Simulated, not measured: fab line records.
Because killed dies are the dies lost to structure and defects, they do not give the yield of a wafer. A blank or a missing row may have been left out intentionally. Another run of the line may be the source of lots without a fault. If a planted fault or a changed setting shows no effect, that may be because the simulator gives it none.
Which tool was responsible? -- flow sky130 -- Sampling: 14 lots, 42 wafers, 4 of 708 route steps

## WHAT EACH GAUGE READ, for each wafer
SKY_CONTACT_BOW_MEAS_05. Usual: CONTACT_BOW 83 um, standard deviation 7.3.
lot,measured,on,CONTACT_BOW (um),flag
L955,day 30 22:20,film_metro-01,82 84 84,
L957,day 31 10:04,film_metro-01,89 77 78,
L958,day 31 17:26,film_metro-04,80 86 86,
L959,day 32 02:27,film_metro-03,92 89 89,
L960,day 32 11:41,film_metro-01,91 93 87,
L962,day 33 08:52,film_metro-03,87 89 82,
L966,day 34 09:55,film_metro-03,69 88 84,
L967,day 34 22:31,film_metro-04,98 97 100,
L971,day 36 00:43,film_metro-03,84 75 83,
L973,day 36 09:37,film_metro-03,76 72 79,
L974,day 36 18:52,film_metro-03,83 89 75,
L975,day 37 03:37,film_metro-03,70 79 84,
L976,day 37 09:15,film_metro-01,75 80 92,
L977,day 37 14:49,film_metro-01,87 79 86,

SKY_METAL1_RS_MEAS_05: a four-point-probe measurement. Usual: METAL1_ALCU_RS 0.1265 ohm/sq, standard deviation 0.0012.
lot,measured,on,METAL1_ALCU_RS (ohm/sq),flag
L955,day 32 04:19,film_metro-02,0.1257 0.1260 0.1260,
L957,day 32 15:16,film_metro-01,0.1275 0.1279 0.1289,
L958,day 32 22:25,film_metro-02,0.1256 0.1251 0.1250,
L959,day 33 06:19,film_metro-01,0.1272 0.1270 0.1273,
L960,day 33 15:11,film_metro-03,0.1252 0.1251 0.1256,
L962,day 34 13:37,film_metro-02,0.1279 0.1275 0.1297,
L966,day 35 14:32,film_metro-03,0.1263 0.1266 0.1258,
L967,day 36 01:57,film_metro-03,0.1255 0.1266 0.1255,
L971,day 37 04:50,film_metro-03,0.1255 0.1244 0.1267,
L973,day 37 13:08,film_metro-02,0.1266 0.1255 0.1255,
L974,day 37 22:47,film_metro-02,0.1255 0.1259 0.1257,
L975,day 38 07:50,film_metro-02,0.1258 0.1246 0.1244,
L976,day 38 12:38,film_metro-02,0.1268 0.1266 0.1273,
L977,day 38 18:55,film_metro-03,0.1260 0.1266 0.1255,

SKY_METAL1_THK_MEAS_06: measures by xrf. Usual: METAL1_ALCU_THK 250 nm, standard deviation 3.3.
lot,measured,on,METAL1_ALCU_THK (nm),flag
L955,day 32 04:25,film_metro-02,250 249 250,
L957,day 32 15:22,film_metro-01,245 245 244,
L958,day 32 22:32,film_metro-02,251 252 252,
L959,day 33 06:26,film_metro-01,248 246 249,
L960,day 33 15:19,film_metro-03,252 254 252,
L962,day 34 13:44,film_metro-02,245 245 241,
L966,day 35 14:40,film_metro-03,250 254 255,
L967,day 36 02:04,film_metro-03,253 252 253,
L971,day 37 04:58,film_metro-03,254 255 252,
L973,day 37 13:15,film_metro-02,250 251 253,
L974,day 37 22:54,film_metro-02,251 251 250,
L975,day 38 07:58,film_metro-02,249 251 253,
L976,day 38 12:44,film_metro-02,247 246 248,
L977,day 38 19:02,film_metro-03,253 256 254,

## WHAT TOOL EACH LOT RAN ON (gives the tool, then ch and the chambers of the sampled wafers, and finally the start)
lot,SKY_VT_ADJUST_HVTR_DEHYDRATE_00
L955,"litho_track-04 ch 0, day 9 13:31"
L957,"litho_track-04 ch 0, day 9 20:43"
L958,"litho_track-04 ch 0, day 10 04:39"
L959,"litho_track-04 ch 0, day 10 12:40"
L960,"litho_track-01 ch 0, day 10 17:47"
L962,"litho_track-02 ch 0, day 11 05:49"
L966,"litho_track-04 ch 0, day 12 13:09"
L967,"litho_track-04 ch 0, day 12 21:57"
L971,"litho_track-01 ch 0, day 14 00:38"
L973,"litho_track-01 ch 0, day 14 12:02"
L974,"litho_track-02 ch 0, day 14 20:40"
L975,"litho_track-02 ch 0, day 15 05:18"
L976,"litho_track-01 ch 0, day 15 13:39"
L977,"litho_track-04 ch 0, day 15 15:57"
- SKY_VT_ADJUST_HVTR_DEHYDRATE_00: time 60 s.

## WHAT THE TOOLS THEMSELVES READ (means of the sampled wafers that have a number; where no wafer has one, the mark that the record gives instead)
SKY_VT_ADJUST_HVTR_DEHYDRATE_00. Usual: heater_power_total_W 160.37 W, standard deviation 0.13; plate_temp_C 199.91 C, standard deviation 0.16; run_length_s 89.20 s, standard deviation 0.15.
lot,tool,heater_power_total_W (W),plate_temp_C (C),run_length_s (s),flag
L955,litho_track-04,160.30,200.02,89.34,
L957,litho_track-04,160.28,199.95,89.22,
L958,litho_track-04,160.44,199.81,89.16,
L959,litho_track-04,160.50,199.80,89.27,
L960,litho_track-01,160.42,199.95,88.98,
L962,litho_track-02,160.30,199.71,89.27,
L966,litho_track-04,176.80,-,73.45,OFF
L967,litho_track-04,176.91,-,73.38,OFF
L971,litho_track-01,160.25,200.18,88.99,
L973,litho_track-01,160.25,199.90,88.99,
L974,litho_track-02,160.46,199.94,89.35,
L975,litho_track-02,160.37,200.08,89.25,
L976,litho_track-01,160.40,199.61,88.92,
L977,litho_track-04,160.40,200.07,89.20,

## THE ANSWER, worked out from the rows above alone
Rule: a lot is off if the mean of its wafers that have a number lies more than 3 standard deviations from the usual mean. Also off: a lot with no number at a reading for which 4 or more lots have one. Where the step has rows for the other lots, those lots are counted as sound. First the gauges in route order, then the tools' own readings, where a lot's mean is used as printed above. The first step at which some lot is off is used, and at that step the reading that is off furthest; a lot without a number counts as furthest.
Off: L966, L967 (SKY_VT_ADJUST_HVTR_DEHYDRATE_00, plate_temp_C). Without a number there: L966, L967.
A tool fits if, at that step or a process step before it, it ran every lot that is off, and no sound lot after the first of them. Not one of the candidates tried fits.

## WHAT THE SIMULATOR PUT IN
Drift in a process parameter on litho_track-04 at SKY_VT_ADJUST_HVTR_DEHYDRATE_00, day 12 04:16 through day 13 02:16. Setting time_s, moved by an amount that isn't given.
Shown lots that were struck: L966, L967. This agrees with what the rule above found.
